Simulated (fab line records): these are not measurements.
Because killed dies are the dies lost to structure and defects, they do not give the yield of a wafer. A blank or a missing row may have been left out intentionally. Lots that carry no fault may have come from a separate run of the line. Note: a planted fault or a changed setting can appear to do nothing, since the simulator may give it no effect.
Matching of chambers :: flow gf180mcu :: cmp-02 running GF_V1_CMP_04: 4 sister chambers
The step polishes SiO2. 8 wafers are shown with their chamber, then 6 later ones without.

## WAFERS WITH THEIR CHAMBER
wafer: L534.4
chamber: 3
motor-current-A (A): 14.6
retaining-ring-pressure-frac: 0.991

wafer: L534.6
chamber: 3
motor-current-A (A): 14.0
retaining-ring-pressure-frac: 0.990

wafer: L537.5
chamber: 1
motor-current-A (A): 11.1
retaining-ring-pressure-frac: 1.007

wafer: L539.2
chamber: 2
motor-current-A (A): 13.5
retaining-ring-pressure-frac: 1.002

wafer: L539.3
chamber: 1
motor-current-A (A): 11.8
retaining-ring-pressure-frac: 1.004

wafer: L539.4
chamber: 0
motor-current-A (A): 13.8
retaining-ring-pressure-frac: 1.003

wafer: L540.2
chamber: 0
motor-current-A (A): 13.8
retaining-ring-pressure-frac: 1.004

wafer: L540.3
chamber: 2
motor-current-A (A): 12.8
retaining-ring-pressure-frac: 1.007

## WAFERS WHOSE CHAMBER IS MISSING
wafer: L540.5
motor-current-A (A): 15.2
retaining-ring-pressure-frac: 0.997

wafer: L541.1
motor-current-A (A): 13.3
retaining-ring-pressure-frac: 0.998

wafer: L541.4
motor-current-A (A): 11.1
retaining-ring-pressure-frac: 1.014

wafer: L541.5
motor-current-A (A): 13.6
retaining-ring-pressure-frac: 0.993

wafer: L544.2
motor-current-A (A): 13.2
retaining-ring-pressure-frac: 0.993

wafer: L544.4
motor-current-A (A): 13.5
retaining-ring-pressure-frac: 1.015

## WHICH CHAMBER EACH WENT THROUGH
wafer: L540.5
from the rows above: can't be placed: 3 or 0
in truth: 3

wafer: L541.1
from the rows above: can't be placed: 0 or 2 or 3
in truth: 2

wafer: L541.4
from the rows above: 1
in truth: 1

wafer: L541.5
from the rows above: 3
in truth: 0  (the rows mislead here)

wafer: L544.2
from the rows above: 3
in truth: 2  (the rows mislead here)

wafer: L544.4
from the rows above: can't be placed: 2 or 0 or 1
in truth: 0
1 of 6 placed correctly. Cannot be placed on the basis of these rows: 3; the candidates contain the true chamber in 3. Placed wrongly: 2.
How it was worked out, from the rows above alone: a wafer's distance from a chamber is the root of the sum, over the readings, of the square of ((its reading less the chamber's mean) divided by the reading's scatter). If the next closest chamber is less than 2 further off than the closest, the wafer can't be placed; otherwise it belongs to the closest. For every chamber, the mean is computed from those of its wafers that are shown. The scatter is the square root of a quotient: the sum, over the shown wafers, of each reading's squared deviation from its chamber's mean, divided by wafers minus chambers.
